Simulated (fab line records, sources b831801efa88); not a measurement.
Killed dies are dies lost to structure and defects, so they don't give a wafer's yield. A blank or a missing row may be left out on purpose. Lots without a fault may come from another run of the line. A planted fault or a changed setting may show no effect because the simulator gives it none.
A struck lot beside a sound one | flow sky130 | 33 steps out of a route of 708
Sound: wafers L702.3, L702.4, L702.5. Struck: wafers L715.2, L715.4, L715.6. The cause comes at the end.
At each step with rows: each side's tool, then ch and its chambers, then its first start. Under that, the readings that differ: sound wafers | struck wafers | difference of the means | sigmas: that difference in standard deviations of wafers without a fault.
alike: readings whose means differ by less than 2 such deviations, and words and numbers that are the same on both sides. not compared: withheld readings, readings that some wafer has no value for, bounds like >300 that may hide the same value, and numbers for which the record gives no deviation and whose values overlap.
The two part at a step that has a row with sigmas, a row that says differs or no value, or rows on one side only. Numbers that don't overlap but have no deviation are shown without sigmas and don't part them. A reading that every wafer of one side lacks parts them only if that side has two wafers or more.

first, 9 steps without rows for these wafers: SKY_METAL1_DEVELOP_14 (develop time 60 s); SKY_METAL1_DESCUM_17 (chemistry O2, time 8 s); SKY_METAL1_ETCH_18 (etches BARC in N2/H2, stops on SiO2, time 45.9 s, target depth 60 nm); SKY_METAL1_METAL_ETCH_19 (etches the open film in Cl2/BCl3, stops on SiO2, target depth 360 nm, time 78 s); SKY_METAL1_STRIP_20 (strips in O2/N2); SKY_METAL1_STRIP_21 (strips in post etch residue remover, time 1200 s); SKY_METAL1_CLEAN_22 (cleans in IPA, time 180 s); SKY_METAL1_CLEAN_23 (cleans in O3/DIW); SKY_VIA1_HDPCVD_00 (deposits SiO2, target thk 1030 nm, time 171.7 s).
SKY_VIA1_CMP_02: polishes SiO2.
  sound on cmp-01 ch 1,2,3, day 36 09:11; struck on cmp-02 ch 0,3, day 40 09:29
  alike: motor_current_A
then, 22 steps without rows for these wafers: SKY_VIA1_DEHYDRATE_04 (time 60 s); SKY_VIA1_HMDS_05 (prime time 60 s); SKY_VIA1_COAT_06 (resist thk 60 nm); SKY_VIA1_COAT_07 (resist thk 450 nm); SKY_VIA1_SOFTBAKE_08 (time 90 s); SKY_VIA1_EXPOSE_09 (exposes mask VIM, target cd 150 nm); SKY_VIA1_PEB_10; SKY_VIA1_DEVELOP_11 (develop time 60 s); SKY_VIA1_ETCH_14 (etches BARC in N2/H2, stops on SiO2, time 45.9 s, target depth 60 nm); SKY_VIA1_ETCH_15 (etches SiO2 in C4F8/O2/Ar, stops on TiN, target depth 351 nm, time 55.82 s); SKY_VIA1_STRIP_16 (strips in O2/N2); SKY_VIA1_STRIP_17 (strips in post etch residue remover, time 1200 s); SKY_VIA1_CLEAN_18 (cleans in IPA, time 180 s); SKY_VIA1_CLEAN_19 (cleans in O3/DIW); SKY_VIA1_SPUTTER_20 (material TiN, target thk 20 nm, time 80 s); SKY_VIA1_CVD_21 (deposits W, target thk 270 nm, time 80.902 s); SKY_VIA1_CMP_24 (polishes, stops on SiO2, t overpolish 15 s, target thk 0 nm); SKY_METAL2_SPUTTER_00 (material Ti, target thk 15 nm, time 10 s); SKY_METAL2_SPUTTER_01 (material TiN, target thk 20 nm, time 16.7 s); SKY_METAL2_SPUTTER_02 (material AlCu, target thk 250 nm, time 13.3 s); SKY_METAL2_SPUTTER_03 (material Ti, target thk 5 nm, time 3.208 s); SKY_METAL2_SPUTTER_04 (material TiN, target thk 70 nm, time 58.3 s).
-- the record jumps here: 11 days lie between the struck wafers' starts before and after (it left off in module METAL2 and takes up again in module PAD_OPEN, whose first step shown is number 708 of the route) --
SKY_PAD_OPEN_PROBE_99:
  sound on prober-02, day 48 12:25; struck on prober-01, day 51 04:02
  reading                               | sound              | struck            | difference | sigmas
  defect_limited_yield (%)              | 80.9 80.3 80.5     | 59.1 58.3 62.2    | -20.7      | -11
  killed_at_M0_to_M3                    | 44 38 40           | 175 161 147       | +120       | +19
  killed_at_front_end                   | 29 30 18           | 6 20 12           | -13        | -3
  killed_dies                           | 94 97 96           | 201 205 186       | +102       | +11
  killed_on_rim                         | 19 17 13           | 31 26 36          | +15        | +4
  killed_open                           | 52 45 54           | 40 31 37          | -14        | -2
  sort_bin_3_pad_short (%)              | 1.0 1.6 0.4        | 3.5 3.9 3.0       | +2.5       | +5
  sort_bin_5_function (%)               | 13.2 11.8 12.0     | 25.0 24.6 22.4    | +11.7      | +8
  sort_bin_6_memory (%)                 | 4.9 6.3 7.1        | 12.4 13.2 12.4    | +6.6       | +5
  sort_n_pass                           | 398 395 396        | 291 287 306       | -102       | -11
  sort_yield_pct (%)                    | 80.9 80.3 80.5     | 59.1 58.3 62.2    | -20.7      | -11
  model.etest.tester.sort_n_pass        | 398 395 396        | 291 287 306       | -102       |
  model.etest.tester.sort_yield_pct (%) | 80.89 80.28 80.49  | 59.15 58.33 62.2  | -20.66     |
  model.etest.tester.sort_bin_5_pct (%) | 13.21 11.79 11.99  | 25 24.59 22.36    | +12        |
  model.etest.tester.sort_bin_6_pct (%) | 4.878 6.301 7.114  | 12.4 13.21 12.4   | +6.6       |
  model.etest.tester.sort_bin_3_pct (%) | 1.016 1.626 0.4065 | 3.455 3.862 3.049 | +2.439     |
  alike: killed_at_M4_up, killed_at_contacts, killed_at_other, killed_short

WHERE THEY PART
Only at SKY_PAD_OPEN_PROBE_99, within this record.

WHY: what the simulator had put in
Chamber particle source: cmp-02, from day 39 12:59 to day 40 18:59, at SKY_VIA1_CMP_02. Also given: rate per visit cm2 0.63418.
